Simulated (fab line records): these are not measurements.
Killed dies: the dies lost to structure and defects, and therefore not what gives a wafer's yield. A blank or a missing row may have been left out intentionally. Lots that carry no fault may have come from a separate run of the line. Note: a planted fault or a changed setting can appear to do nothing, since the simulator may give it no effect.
Which tool was responsible?    flow gf180mcu    24 lots with 72 wafers sampled at 6 steps, on a route of 602 steps

## WHAT EACH GAUGE READ, for each wafer
GF_V3_CD_MEAS_14: target cd 260 nm. Usual: 259.9 nm for cd nm, sd 1.4.
lot   measured      on         cd nm (nm)         flag
L074  day 21 23:55  cd sem-01  258.8 261.3 260.6  
L075  day 22 15:20  cd sem-01  259.6 260.2 260.2  
L076  day 22 17:23  cd sem-02  259.2 259.0 259.4  
L077  day 23 04:20  cd sem-01  259.8 260.1 259.2  
L078  day 23 16:09  cd sem-02  261.1 260.1 259.9  
L079  day 24 01:21  cd sem-01  260.6 263.6 261.4  
L080  day 24 06:14  cd sem-01  261.6 260.1 261.2  
L081  day 24 21:59  cd sem-01  261.1 259.4 259.5  
L082  day 24 22:08  cd sem-02  262.9 262.2 262.2  
L083  day 25 12:07  cd sem-02  259.1 259.6 260.4  
L084  day 25 18:53  cd sem-02  258.9 257.9 257.3  
L085  day 26 08:14  cd sem-01  259.2 258.6 258.9  
L086  day 26 09:15  cd sem-02  258.3 259.4 258.0  
L087  day 26 22:29  cd sem-02  261.7 262.0 261.8  
L088  day 27 05:56  cd sem-02  259.6 259.4 260.4  
L089  day 27 15:35  cd sem-02  262.7 261.2 261.9  
L090  day 28 05:28  cd sem-02  260.2 261.7 260.5  
L091  day 28 13:46  cd sem-02  259.9 260.4 261.0  
L092  day 28 20:25  cd sem-02  259.6 258.0 257.9  
L093  day 28 21:44  cd sem-02  260.3 259.3 260.2  
L094  day 29 02:01  cd sem-02  259.1 259.9 258.4  
L095  day 29 04:46  cd sem-02  258.2 257.8 258.1  
L096  day 29 12:03  cd sem-02  258.8 259.0 258.9  
L097  day 29 20:20  cd sem-01  257.8 258.2 257.6  

GF_V5_THK_MEAS_03. Usual: for V5_CVD_02_THK the level is 1441 nm and the standard deviation is 19.
lot   measured      on             V5_CVD_02_THK (nm)  flag
L074  day 25 21:24  film metro-03  1425 1463 1470      
L075  day 26 11:49  film metro-02  1409 1457 1436      
L076  day 26 14:36  film metro-02  1421 1431 1449      
L077  day 27 01:36  film metro-03  1452 1467 1485      
L078  day 27 10:28  film metro-04  1450 1451 1436      
L079  day 27 19:45  film metro-02  1422 1440 1427      
L080  day 28 00:17  film metro-02  1398 1467 1454      
L081  day 28 13:35  film metro-03  1419 1441 1453      
L082  day 28 14:36  film metro-02  1420 1423 1447      
L083  day 29 03:23  film metro-03  1435 1432 1446      
L084  day 29 07:46  film metro-02  1433 1460 1432      
L085  day 29 20:41  film metro-03  1418 1403 1416      
L086  day 29 21:11  film metro-03  1441 1468 1448      
L087  day 30 08:26  film metro-02  1396 1430 1455      
L088  day 30 15:01  film metro-03  1428 1457 1458      
L089  day 30 23:53  film metro-02  1442 1459 1479      
L090  day 31 13:14  film metro-02  1418 1427 1426      
L091  day 31 20:22  film metro-04  1430 1446 1457      
L092  day 32 01:42  film metro-04  1433 1476 1464      
L093  day 32 03:37  film metro-03  1452 1461 1460      
L094  day 32 06:52  film metro-03  1416 1465 1434      
L095  day 32 10:12  film metro-02  1422 1444 1426      
L096  day 32 15:37  film metro-02  1451 1416 1453      
L097  day 33 00:30  film metro-04  1453 1444 1475      

GF_TOP_METAL_THK_MEAS_06: measures by xrf. Usual: for TOP_METAL_ALCU_THK the level is 898 nm and the standard deviation is 12.
lot   measured      on             TOP_METAL_ALCU_THK (nm)  flag
L074  day 26 20:30  film metro-01  893 897 885              
L075  day 27 10:31  film metro-03  898 907 908              
L076  day 27 13:07  film metro-02  910 900 908              
L077  day 27 23:47  film metro-02  904 901 903              
L078  day 28 08:28  film metro-03  884 898 889              
L079  day 28 17:46  film metro-01  918 913 910              
L080  day 28 21:59  film metro-01  890 895 883              
L081  day 29 11:30  film metro-03  881 889 873              
L082  day 29 12:29  film metro-02  906 916 908              
L083  day 30 00:19  film metro-03  910 900 897              
L084  day 30 04:10  film metro-01  906 903 902              
L085  day 30 17:07  film metro-03  913 899 909              
L086  day 30 17:29  film metro-02  902 903 914              
L087  day 31 03:47  film metro-03  919 898 907              
L088  day 31 10:47  film metro-03  890 898 884              
L089  day 31 19:14  film metro-02  904 919 913              
L090  day 32 08:31  film metro-02  893 907 893              
L091  day 32 15:31  film metro-03  896 898 892              
L092  day 32 20:18  film metro-02  901 895 893              
L093  day 32 22:39  film metro-01  908 901 897              
L094  day 33 01:15  film metro-03  885 886 882              
L095  day 33 07:35  film metro-03  894 892 887              
L096  day 33 09:52  film metro-01  881 887 886              
L097  day 33 17:36  film metro-03  887 888 897              

## EACH LOT AND THE TOOL THAT RAN IT (in order: tool; ch and the chambers of the sampled wafers; start)
lot   GF_V3_CMP_04                   GF_MIM_SPUTTER_07             GF_V5_STRIP_18
L074  cmp-02 ch 0,2,3, day 21 00:16  pvd sputter-01, day 24 01:22  plasma asher-01 ch 0,1, day 26 18:55
L075  cmp-01 ch 1,2, day 21 15:26    pvd sputter-04, day 24 16:30  plasma asher-01 ch 0,1, day 27 08:55
L076  cmp-01 ch 0,2, day 21 18:16    pvd sputter-04, day 24 18:37  plasma asher-04 ch 0,1, day 27 11:33
L077  cmp-01 ch 0,3, day 22 04:51    pvd sputter-02, day 25 06:17  plasma asher-01 ch 0,1, day 27 22:13
L078  cmp-02 ch 0,1,3, day 22 17:04  pvd sputter-01, day 25 15:35  plasma asher-01 ch 0,1, day 28 06:55
L079  cmp-01 ch 0,3, day 23 03:00    pvd sputter-01, day 26 02:04  plasma asher-01 ch 0,1, day 28 16:13
L080  cmp-01 ch 0,1,2, day 23 08:10  pvd sputter-02, day 26 05:53  plasma asher-02 ch 0,1, day 28 20:25
L081  cmp-02 ch 1,2,3, day 24 00:05  pvd sputter-04, day 26 20:49  plasma asher-04 ch 0,1, day 29 09:55
L082  cmp-02 ch 1,3, day 24 00:17    pvd sputter-02, day 26 21:25  plasma asher-04 ch 0,1, day 29 10:55
L083  cmp-01 ch 0,2,3, day 24 14:10  pvd sputter-02, day 27 11:25  plasma asher-02 ch 0,1, day 29 22:31
L084  cmp-02 ch 2,3, day 24 21:22    pvd sputter-02, day 27 16:10  plasma asher-04 ch 1, day 30 02:36
L085  cmp-01 ch 1,2, day 25 10:37    pvd sputter-02, day 28 05:06  plasma asher-04 ch 0,1, day 30 15:31
L086  cmp-01 ch 0,1, day 25 11:36    pvd sputter-02, day 28 05:43  plasma asher-01 ch 0,1, day 30 15:54
L087  cmp-02 ch 0,3, day 26 01:43    pvd sputter-04, day 28 18:09  plasma asher-01 ch 0,1, day 31 02:12
L088  cmp-01 ch 0,2, day 26 09:16    pvd sputter-02, day 29 00:07  plasma asher-01 ch 0,1, day 31 09:13
L089  cmp-02 ch 1,2, day 26 19:10    pvd sputter-02, day 29 11:08  plasma asher-01 ch 0,1, day 31 17:40
L090  cmp-02 ch 0,2,3, day 27 09:13  pvd sputter-01, day 29 23:58  plasma asher-04 ch 0,1, day 32 06:54
L091  cmp-02 ch 0,2,3, day 27 18:55  pvd sputter-01, day 30 08:49  plasma asher-01 ch 0,1, day 32 13:45
L092  cmp-02 ch 0,1,2, day 28 00:59  pvd sputter-04, day 30 13:53  plasma asher-01 ch 0, day 32 18:37
L093  cmp-01 ch 0,2,3, day 28 02:18  pvd sputter-04, day 30 16:26  plasma asher-01 ch 0,1, day 32 21:02
L094  cmp-01 ch 0,1, day 28 06:58    pvd sputter-01, day 30 19:11  plasma asher-04 ch 0,1, day 32 23:40
L095  cmp-01 ch 1,2,3, day 28 09:29  pvd sputter-02, day 30 22:08  plasma asher-04 ch 0,1, day 33 05:30
L096  cmp-02 ch 2,3, day 28 17:13    pvd sputter-04, day 31 04:29  plasma asher-02 ch 0,1, day 33 08:18
L097  cmp-02 ch 0,2,3, day 29 01:37  pvd sputter-04, day 31 13:40  plasma asher-01 ch 0,1, day 33 16:01
- GF_V3_CMP_04: polishes SiO2.
- GF_MIM_SPUTTER_07: material TiN, target thk 60 nm, time 50 s.
- GF_V5_STRIP_18: strips in O2/N2.

## WHAT THE TOOLS THEMSELVES READ (means of the sampled wafers that have a number; where no wafer has one, the mark that the record gives instead)
GF_V3_CMP_04. Usual: motor current A 12.1 A, standard deviation 0.81; retaining ring pressure frac 1.000, standard deviation 0.0047; slurry flow ml min 149.9, standard deviation 0.47; time to endpoint s 78 s, standard deviation 5.5.
lot   tool    motor current A (A)  retaining ring pressure frac  slurry flow ml min  time to endpoint s (s)  flag
L074  cmp-02  12.8                 1.002                         149.4               82                      
L075  cmp-01  11.9                 0.998                         149.9               75                      
L076  cmp-01  11.9                 1.004                         150.3               82                      
L077  cmp-01  12.1                 0.997                         150.3               77                      
L078  cmp-02  12.3                 0.993                         149.7               75                      
L079  cmp-01  11.8                 0.998                         149.7               79                      
L080  cmp-01  12.3                 1.000                         150.2               79                      
L081  cmp-02  11.7                 0.998                         149.6               80                      
L082  cmp-02  11.0                 1.003                         149.8               77                      
L083  cmp-01  12.2                 0.998                         149.9               77                      
L084  cmp-02  12.6                 1.006                         150.1               79                      
L085  cmp-01  12.1                 0.997                         149.7               70                      
L086  cmp-01  12.1                 0.997                         150.0               82                      
L087  cmp-02  12.9                 1.000                         149.6               80                      
L088  cmp-01  12.3                 1.002                         150.0               80                      
L089  cmp-02  10.9                 1.001                         149.8               79                      
L090  cmp-02  12.6                 1.003                         149.8               71                      
L091  cmp-02  12.7                 1.000                         150.5               78                      
L092  cmp-02  12.1                 1.001                         150.1               83                      
L093  cmp-01  12.3                 0.999                         149.8               82                      
L094  cmp-01  12.0                 0.997                         150.1               78                      
L095  cmp-01  12.2                 1.001                         150.2               71                      
L096  cmp-02  12.4                 1.005                         149.9               85                      
L097  cmp-02  12.8                 1.006                         149.7               79                      

GF_MIM_SPUTTER_07. Usual: 29.3 % for throttle valve pct, sd 1.1.
lot   tool            throttle valve pct (%)  flag
L074  pvd sputter-01  30.1                    
L075  pvd sputter-04  30.2                    
L076  pvd sputter-04  29.1                    
L077  pvd sputter-02  28.7                    
L078  pvd sputter-01  30.2                    
L079  pvd sputter-01  28.9                    
L080  pvd sputter-02  28.9                    
L081  pvd sputter-04  29.2                    
L082  pvd sputter-02  29.5                    
L083  pvd sputter-02  29.4                    
L084  pvd sputter-02  29.9                    
L085  pvd sputter-02  30.0                    
L086  pvd sputter-02  29.5                    
L087  pvd sputter-04  30.1                    
L088  pvd sputter-02  29.0                    
L089  pvd sputter-02  29.7                    
L090  pvd sputter-01  30.0                    
L091  pvd sputter-01  28.9                    
L092  pvd sputter-04  28.3                    
L093  pvd sputter-04  28.1                    
L094  pvd sputter-01  30.3                    
L095  pvd sputter-02  29.0                    
L096  pvd sputter-04  29.0                    
L097  pvd sputter-04  29.4                    

GF_V5_STRIP_18. Usual: drypump motor current A 5.90 A, standard deviation 0.25; heater power w 373 W, standard deviation 39; oes product au 0.568 a.u., standard deviation 0.0049.
lot   tool             drypump motor current A (A)  heater power w (W)  oes product au (a.u.)  flag
L074  plasma asher-01  5.66                         378                 0.566                  
L075  plasma asher-01  5.66                         382                 0.564                  
L076  plasma asher-04  6.11                         347                 0.567                  
L077  plasma asher-01  5.75                         391                 0.571                  
L078  plasma asher-01  5.68                         380                 0.570                  
L079  plasma asher-01  5.66                         383                 0.563                  
L080  plasma asher-02  6.00                         311                 0.571                  
L081  plasma asher-04  6.12                         351                 0.570                  
L082  plasma asher-04  6.20                         380                 0.569                  
L083  plasma asher-02  6.00                         316                 0.565                  
L084  plasma asher-04  6.06                         320                 0.567                  
L085  plasma asher-04  6.19                         388                 0.568                  
L086  plasma asher-01  5.66                         382                 0.568                  
L087  plasma asher-01  5.64                         382                 0.570                  
L088  plasma asher-01  5.64                         382                 0.565                  
L089  plasma asher-01  5.78                         395                 0.569                  
L090  plasma asher-04  6.14                         363                 0.577                  
L091  plasma asher-01  5.65                         385                 0.571                  
L092  plasma asher-01  5.86                         409                 0.569                  
L093  plasma asher-01  5.79                         389                 0.566                  
L094  plasma asher-04  6.13                         361                 0.565                  
L095  plasma asher-04  6.18                         395                 0.569                  
L096  plasma asher-02  5.99                         315                 0.567                  
L097  plasma asher-01  5.65                         382                 0.570                  

## THE ANSWER, worked out from the rows above alone
Rule: a lot counts as off when the mean over its wafers that have a number is more than 3 standard deviations away from the usual mean. Also off: a lot with no number at a reading for which 4 or more lots have one. The other lots that the step has rows for count as sound. Order of review: gauges by route order, followed by the tools' own readings, for which a lot's mean as printed above is used. At the first step where some lot is off, the reading lying furthest off is the one used; lots without a number count as furthest.
None of the lots is off at any reading shown; this tells nothing.

## WHAT HAD BEEN PUT IN BY THE SIMULATOR
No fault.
